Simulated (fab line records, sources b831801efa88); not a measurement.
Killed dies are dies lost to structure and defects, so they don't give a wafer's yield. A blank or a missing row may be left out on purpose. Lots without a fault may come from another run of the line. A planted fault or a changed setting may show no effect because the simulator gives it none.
Which tool did it? | flow gf180mcu | 12 lots, 36 wafers sampled, at 7 steps of a route of 602

WHAT THE GAUGES READ, wafer by wafer
GF_NSD_CD_MEAS_07: target cd 400 nm.
lot  | measured     | on        | cd_nm (nm)
L373 | day 14 05:11 | cd_sem-02 | 398.8 399.2 401.9
L374 | day 14 13:58 | cd_sem-01 | 401.6 402.0 402.7
L378 | day 16 02:59 | cd_sem-01 | 403.4 401.9 402.0
L380 | day 16 23:15 | cd_sem-02 | 403.9 400.6 403.1
L383 | day 18 07:08 | cd_sem-01 | 397.3 396.8 393.8
L384 | day 18 11:10 | cd_sem-01 | 401.5 400.2 401.7
L386 | day 19 01:52 | cd_sem-01 | 400.5 399.1 400.5
L387 | day 19 15:29 | cd_sem-01 | 399.0 396.4 396.4
L389 | day 19 19:08 | cd_sem-02 | 401.4 398.7 399.9
L390 | day 20 04:36 | cd_sem-01 | 401.6 400.1 399.1
L391 | day 20 09:58 | cd_sem-02 | 402.1 401.8 402.0
L393 | day 21 02:47 | cd_sem-01 | 402.7 402.3 400.3

GF_NSD_TW_MEAS_12.
lot  | measured     | on            | NSD_TW
L373 | day 14 05:43 | film_metro-02 | 4264 4253 4235
L374 | day 14 14:31 | film_metro-04 | 4175 4164 4168
L378 | day 16 03:42 | film_metro-04 | 4432 4426 4413
L380 | day 16 23:49 | film_metro-01 | 4488 4469 4457
L383 | day 18 07:40 | film_metro-04 | 4160 4178 4137
L384 | day 18 11:43 | film_metro-04 | 4162 4179 4168
L386 | day 19 02:25 | film_metro-01 | 4216 4222 4215
L387 | day 19 16:01 | film_metro-01 | 4210 4196 4188
L389 | day 19 19:40 | film_metro-01 | 4201 4217 4208
L390 | day 20 05:10 | film_metro-01 | 4191 4214 4198
L391 | day 20 10:30 | film_metro-02 | 4217 4229 4215
L393 | day 21 03:19 | film_metro-01 | 4218 4218 4220

GF_PSD_CD_MEAS_07: target cd 400 nm.
lot  | measured     | on        | cd_nm (nm)
L373 | day 15 02:29 | cd_sem-01 | 398.4 397.7 398.4
L374 | day 15 12:05 | cd_sem-01 | 401.9 398.9 399.8
L378 | day 17 01:43 | cd_sem-01 | 403.8 401.6 402.1
L380 | day 17 22:29 | cd_sem-01 | 400.7 398.5 398.1
L383 | day 19 06:53 | cd_sem-02 | 403.2 403.5 400.9
L384 | day 19 11:58 | cd_sem-02 | 395.9 394.8 397.6
L386 | day 20 02:21 | cd_sem-01 | 402.1 401.2 400.2
L387 | day 20 14:59 | cd_sem-02 | 406.2 403.8 404.1
L389 | day 20 19:41 | cd_sem-01 | 399.0 399.0 401.4
L390 | day 21 04:33 | cd_sem-02 | 395.8 396.9 398.4
L391 | day 21 10:16 | cd_sem-02 | 401.5 402.9 402.9
L393 | day 22 01:53 | cd_sem-02 | 397.0 398.5 400.2

GF_PSD_RS_MEAS_14: measures by four-point-probe.
lot  | measured     | on            | NSD_RS (ohm/sq)
L373 | day 15 03:10 | film_metro-01 | 46.31 46.22 46.31
L374 | day 15 12:40 | film_metro-04 | 46.29 46.24 46.24
L378 | day 17 02:24 | film_metro-01 | 42.14 42.11 42.20
L380 | day 17 23:05 | film_metro-04 | 42.09 42.07 42.19
L383 | day 19 07:29 | film_metro-02 | 45.98 45.94 45.97
L384 | day 19 12:34 | film_metro-01 | 46.31 46.17 46.22
L386 | day 20 02:57 | film_metro-01 | 46.08 46.08 46.04
L387 | day 20 15:35 | film_metro-02 | 45.90 45.89 45.99
L389 | day 20 20:17 | film_metro-01 | 46.20 46.20 46.18
L390 | day 21 05:09 | film_metro-02 | 45.94 45.93 45.93
L391 | day 21 10:52 | film_metro-02 | 46.09 46.12 46.02
L393 | day 22 02:29 | film_metro-01 | 46.18 46.29 46.20

WHICH TOOL RAN EACH LOT (tool, then ch and the chambers of the sampled wafers, then the start)
lot  | GF_HV_LDD_STRIP_22                   | GF_NSD_IMPLANT_09               | GF_NSD_STRIP_11
L373 | plasma_asher-01 ch 0,1, day 11 12:08 | implanter-03 ch 0, day 14 05:21 | plasma_asher-02 ch 0,1, day 14 05:38
L374 | plasma_asher-02 ch 1, day 11 21:30   | implanter-03 ch 0, day 14 14:07 | plasma_asher-02 ch 0,1, day 14 14:24
L378 | plasma_asher-01 ch 0,1, day 13 07:56 | implanter-02 ch 0, day 16 03:21 | plasma_asher-03 ch 0,1, day 16 03:37
L380 | plasma_asher-02 ch 0,1, day 14 02:01 | implanter-02 ch 0, day 16 23:25 | plasma_asher-03 ch 0,1, day 16 23:43
L383 | plasma_asher-04 ch 0,1, day 15 06:39 | implanter-01 ch 0, day 18 07:18 | plasma_asher-02 ch 0,1, day 18 07:35
L384 | plasma_asher-01 ch 1, day 15 10:44   | implanter-03 ch 0, day 18 11:19 | plasma_asher-03 ch 0,1, day 18 11:36
L386 | plasma_asher-02 ch 0,1, day 16 01:00 | implanter-01 ch 0, day 19 02:01 | plasma_asher-02 ch 0,1, day 19 02:19
L387 | plasma_asher-01 ch 0,1, day 16 13:50 | implanter-02 ch 0, day 19 15:38 | plasma_asher-04 ch 0,1, day 19 15:56
L389 | plasma_asher-01 ch 0,1, day 16 17:17 | implanter-03 ch 0, day 19 19:17 | plasma_asher-02 ch 0,1, day 19 19:35
L390 | plasma_asher-01 ch 0,1, day 17 01:38 | implanter-02 ch 0, day 20 04:46 | plasma_asher-03 ch 0,1, day 20 05:04
L391 | plasma_asher-04 ch 0,1, day 17 07:34 | implanter-02 ch 0, day 20 10:07 | plasma_asher-02 ch 0,1, day 20 10:23
L393 | plasma_asher-01 ch 0,1, day 17 23:23 | implanter-02 ch 0, day 21 02:56 | plasma_asher-04 ch 0,1, day 21 03:14
- GF_HV_LDD_STRIP_22: strips in O2/N2.
- GF_NSD_IMPLANT_09
- GF_NSD_STRIP_11: strips in O2/N2.

WHAT THE TOOLS THEMSELVES READ (means of the sampled wafers that have a number; where no wafer has one, the mark that the record gives instead)
GF_HV_LDD_STRIP_22.
lot  | tool            | drypump_motor_current_A (A) | heater_power_w (W) | oes_product_au (a.u.) | strip_time_to_endpoint_s (s)
L373 | plasma_asher-01 | 6.1                         | 353                | 0.720                 | 12.65
L374 | plasma_asher-02 | 6.5                         | 404                | 0.714                 | 12.62
L378 | plasma_asher-01 | 6.1                         | 342                | 0.715                 | 12.65
L380 | plasma_asher-02 | 6.2                         | 404                | 0.715                 | 12.67
L383 | plasma_asher-04 | 6.2                         | 324                | 0.717                 | 12.64
L384 | plasma_asher-01 | 6.8                         | 365                | 0.715                 | 12.61
L386 | plasma_asher-02 | 6.4                         | 410                | 0.715                 | 12.70
L387 | plasma_asher-01 | 5.4                         | 329                | 0.715                 | 12.62
L389 | plasma_asher-01 | 5.4                         | 332                | 0.713                 | 12.65
L390 | plasma_asher-01 | 6.1                         | 351                | 0.715                 | 12.65
L391 | plasma_asher-04 | 6.2                         | 319                | 0.713                 | 12.67
L393 | plasma_asher-01 | 6.1                         | 345                | 0.714                 | 12.59

GF_NSD_IMPLANT_09.
lot  | tool         | beam_energy_keV
L373 | implanter-03 | 60.012
L374 | implanter-03 | 59.997
L378 | implanter-02 | 76.072
L380 | implanter-02 | 76.056
L383 | implanter-01 | 59.989
L384 | implanter-03 | 59.990
L386 | implanter-01 | 59.985
L387 | implanter-02 | 59.985
L389 | implanter-03 | 59.998
L390 | implanter-02 | 59.997
L391 | implanter-02 | 60.004
L393 | implanter-02 | 60.035

GF_NSD_STRIP_11.
lot  | tool            | drypump_motor_current_A (A) | heater_power_w (W) | oes_product_au (a.u.) | strip_time_to_endpoint_s (s)
L373 | plasma_asher-02 | 6.2                         | 400                | 0.491                 | 22.95
L374 | plasma_asher-02 | 6.4                         | 407                | 0.483                 | 22.97
L378 | plasma_asher-03 | 5.8                         | 343                | 0.463                 | 25.18
L380 | plasma_asher-03 | 5.5                         | 344                | 0.467                 | 25.23
L383 | plasma_asher-02 | 6.2                         | 396                | 0.480                 | 22.98
L384 | plasma_asher-03 | 5.8                         | 335                | 0.484                 | 23.02
L386 | plasma_asher-02 | 6.2                         | 399                | 0.489                 | 22.94
L387 | plasma_asher-04 | 6.2                         | 324                | 0.487                 | 23.01
L389 | plasma_asher-02 | 6.3                         | 400                | 0.484                 | 23.01
L390 | plasma_asher-03 | 5.5                         | 339                | 0.486                 | 23.00
L391 | plasma_asher-02 | 6.3                         | 405                | 0.491                 | 22.93
L393 | plasma_asher-04 | 6.1                         | 316                | 0.492                 | 22.92

THE ANSWER, worked out from the rows above alone
Rule: what is usual is taken from the lots themselves. Put in order of their means at a reading, lots are off if they are a third of the lots or fewer, leave a main group of 4 or more, and stand apart from it by a gap of 3 or more times the standard deviation of the main group's means; of several such gaps the widest counts. A main group whose means are all the same, to the digits that the tables above print for the reading, isn't used. A lot without any number at a reading at which 4 lots or more have one is off too. The other lots that the step has rows for count as sound. The gauges are gone through in route order, then the tools' own readings, and for those a lot's mean is taken as printed above. The first step at which some lot is off is used, and at that step the reading that is off furthest; a lot without a number counts as furthest.
Off: L378, L380, at GF_NSD_TW_MEAS_12 (NSD_TW). The main group: mean 4201, standard deviation 27.
A tool fits if, at a process step before that reading, it ran every lot that is off, and no sound lot after the first of them. The gauges at GF_NSD_TW_MEAS_12 aren't tried: what is off there is off at GF_NSD_IMPLANT_09 too, on other tools, and a gauge's error can't cause that. None of those tried fits.

WHAT THE SIMULATOR HAD PUT IN
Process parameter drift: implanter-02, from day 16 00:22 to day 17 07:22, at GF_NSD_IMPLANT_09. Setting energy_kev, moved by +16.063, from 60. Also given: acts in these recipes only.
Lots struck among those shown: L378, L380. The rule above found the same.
